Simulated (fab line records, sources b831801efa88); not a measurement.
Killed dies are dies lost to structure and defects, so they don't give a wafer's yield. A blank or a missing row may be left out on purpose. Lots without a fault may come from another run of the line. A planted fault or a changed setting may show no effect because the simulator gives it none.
A struck lot beside a sound one | flow sky130 | 15 steps out of a route of 708
Sound: wafers L939.1, L939.2, L939.3. Struck: wafers L942.1, L942.2, L942.6. The cause comes at the end.
At each step with rows: each side's tool, then ch and its chambers, then its first start. Under that, the readings that differ: sound wafers | struck wafers | difference of the means | sigmas: that difference in standard deviations of wafers without a fault.
alike: readings whose means differ by less than 2 such deviations, and words and numbers that are the same on both sides. not compared: withheld readings, readings that some wafer has no value for, bounds like >300 that may hide the same value, and numbers for which the record gives no deviation and whose values overlap.
The two part at a step that has a row with sigmas, a row that says differs or no value, or rows on one side only. Numbers that don't overlap but have no deviation are shown without sigmas and don't part them. A reading that every wafer of one side lacks parts them only if that side has two wafers or more.

first, 7 steps without rows for these wafers: SKY_METAL3_HMDS_06 (prime time 60 s); SKY_METAL3_COAT_07 (resist thk 60 nm); SKY_METAL3_COAT_08 (resist thk 1140 nm); SKY_METAL3_SOFTBAKE_09 (time 90 s); SKY_METAL3_EXPOSE_10 (exposes mask MM3, target cd 300 nm); SKY_METAL3_PEB_11; SKY_METAL3_DEVELOP_12 (develop time 60 s).
SKY_METAL3_CD_MEAS_13: target cd 300 nm.
  sound on cd_sem-02, day 39 06:56; struck on cd_sem-01, day 40 18:49
  alike: cd_nm
SKY_METAL3_OVL_MEAS_14:
  sound on overlay-01, day 39 07:03; struck on overlay-01, day 40 18:56
  alike: METAL3_OVL
SKY_METAL3_DESCUM_15: chemistry O2, time 8 s.
  sound on rie_metal-02 ch 0,1, day 39 07:05; struck on rie_metal-02 ch 1, day 40 18:59
  alike: drypump_motor_current_A, he_backside_leak_sccm, oes_product_au
  not compared: rf_hours_counter_h
SKY_METAL3_ETCH_16: etches BARC in N2/H2, stops on SiO2, time 88.2 s, target depth 60 nm.
  sound on rie_metal-02 ch 0,1, day 39 07:07; struck on rie_metal-02 ch 1, day 40 19:02
  alike: drypump_motor_current_A, he_backside_leak_sccm, oes_product_au, run_length_s, throttle_valve_pct
  not compared: rf_hours_counter_h
SKY_METAL3_ETCH_17: etches SiO2 in C4F8/O2/Ar, stops on TiN, time 3.9 s, target depth 15 nm.
  sound on rie_diel-01 ch 0,1,3, day 39 07:13; struck on rie_diel-04 ch 1,2, day 40 19:14
  alike: oes_product_au
  not compared: rf_hours_counter_h
SKY_METAL3_METAL_ETCH_18: etches the open film in Cl2/BCl3, stops on SiO2, target depth 845 nm, time 183.1 s.
  sound on rie_metal-01 ch 0,1, day 39 07:14; struck on rie_metal-01 ch 0,1, day 40 19:16
  reading                                       | sound             | struck            | difference | sigmas
  oes_product_au (a.u.)                         | 0.857 0.871 0.871 | 0.840 0.848 0.851 | -0.020     | -3
  run_length_s (s)                              | 211.7 211.9 211.2 | 222.9 222.3 222.8 | +11.1      | +26
  model.KrF-thick_of_METAL3_COAT_08.thk_nm (nm) | 525.4 537.5 524.9 | 511.9 513.4 501.1 | -20.5      |
  alike: drypump_motor_current_A, he_backside_leak_sccm, throttle_valve_pct
  not compared: rf_hours_counter_h
SKY_METAL3_STRIP_19: strips in O2/N2.
  sound on plasma_asher-01 ch 0,1, day 39 07:25; struck on plasma_asher-01 ch 0,1, day 40 19:26
  reading                      | sound          | struck         | difference | sigmas
  strip_time_to_endpoint_s (s) | 6.52 6.64 6.50 | 6.38 6.40 6.29 | -0.20      | -2
  alike: drypump_motor_current_A, oes_product_au
  not compared: rf_hours_counter_h
then, 1 step without rows for these wafers: SKY_PAD_OPEN_PROBE_99.

WHERE THEY PART
First at SKY_METAL3_METAL_ETCH_18; last, within this record, at SKY_METAL3_STRIP_19.

WHY: what the simulator had put in
Process parameter drift: rie_metal-01, from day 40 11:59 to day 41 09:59, at SKY_METAL3_METAL_ETCH_18. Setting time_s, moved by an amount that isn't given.
